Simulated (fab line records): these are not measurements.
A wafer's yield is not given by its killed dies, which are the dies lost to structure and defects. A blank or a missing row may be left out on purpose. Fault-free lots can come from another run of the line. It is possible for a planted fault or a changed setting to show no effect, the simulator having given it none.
8D (eight disciplines) problem report, filled in by code    flow sky130    the parts of the form that need people (team, actions taken, sign-off) are left out

== 1. PROBLEM STATEMENT ==
Mean VT_ADJUST_LVTN_TW at SKY_VT_ADJUST_LVTN_TW_MEAS_10: 213.2 over 6 wafers in 2 lots; fault-free wafers: 242.1, standard deviation 2. Relative to the usual mean, that is a shift of -14 standard deviations.
First observed at day 8 19:46: wafer L831.2, on film metro-02. At this step, 39 wafers from 13 lots have a number in the record. Rule for "out" (also "out of limits"): further than 4 standard deviations from the usual mean. The rest of the wafers with a number are treated as sound.

== 2. WHAT IT IS AND WHAT IT IS NOT ==
question                     is                            is not
which readings at this step  VT_ADJUST_LVTN_TW             -
which lots                   L831, L834                    L824, L825, L827, L837, L838, L839, L843, L844, L845, L846, L847
which wafers of those lots   all that have a number        -
read on which gauges         film metro-02, film metro-04  film metro-03
when                         from day 8 19:46              up to then (9 sound wafers); but 24 sound wafers of L837, L838, L839, L843, L844, L845, L846, L847 came after

== 3. SUSPECTS, AND WHAT RULES EACH OUT ==
Counting: a tool at any process step up to the reading remains a suspect when it ran all the lots that are out and ran no sound lot after the first of those.
- the gauge at SKY_VT_ADJUST_LVTN_TW_MEAS_10 is ruled out. 2 gauges (film metro-02, film metro-04) read the wafers that are out.
- plasma asher-02 at SKY_NWELL_STRIP_14 (strips in O2/N2): ruled out as a lasting fault. After its first lot that is out, L831 (day 6 06:47), sound lots L837, L847 ran on it.
- implanter-01 at SKY_VT_ADJUST_LVTN_IMPLANT_08: ruled out as a lasting fault. After its first lot that is out, L831 (day 8 19:32), sound lots L845, L846, L847 ran on it.
Left after counting: nothing in the record.

== 4. THE CAUSE (what the simulator had put in) ==
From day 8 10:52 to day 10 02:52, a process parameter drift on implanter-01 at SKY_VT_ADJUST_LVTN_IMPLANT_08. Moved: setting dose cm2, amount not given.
The count ruled it out by mistake, since the rule takes a fault to strike every lot its tool runs from the start of the fault on, and this one did not do so.

== 5. THE CHAIN OF EFFECTS, in route order ==
Each row: a reading where the mean over the struck wafers with a number is more than 3 standard deviations away from the usual. Readings are gone through only where the record gives a usual standard deviation; hours: the median, over the lots, of the time from a lot's start at the first step in this table giving one to that lot's start at this step; sigmas: the change measured in usual standard deviations.
hours  step                           reading             usual       on struck wafers  change       sigmas
0      SKY_VT_ADJUST_LVTN_IMPLANT_08  dose ions cm2       1.5701e+12  9.9552e+11        -5.7458e+11  -99 or more
0      SKY_VT_ADJUST_LVTN_IMPLANT_08  faraday current uA  8.86        5.63              -3.23        -20
0      SKY_VT_ADJUST_LVTN_TW_MEAS_10  VT_ADJUST_LVTN_TW   242.1       213.2             -28.9        -14
It contains these process steps:
- SKY_VT_ADJUST_LVTN_IMPLANT_08

== 6. HOW IT WOULD HAVE BEEN CAUGHT EARLIER ==
Counted from the fault's start at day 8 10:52, it took 9 hours until the first out-of-limits reading at a measuring or inspecting step in this record, taken at day 8 19:46.
Tool's own readings at SKY_VT_ADJUST_LVTN_IMPLANT_08, dose ions cm2, faraday current uA: out on all struck wafers the step has rows for; an alarm limit on them would have tripped on the first.
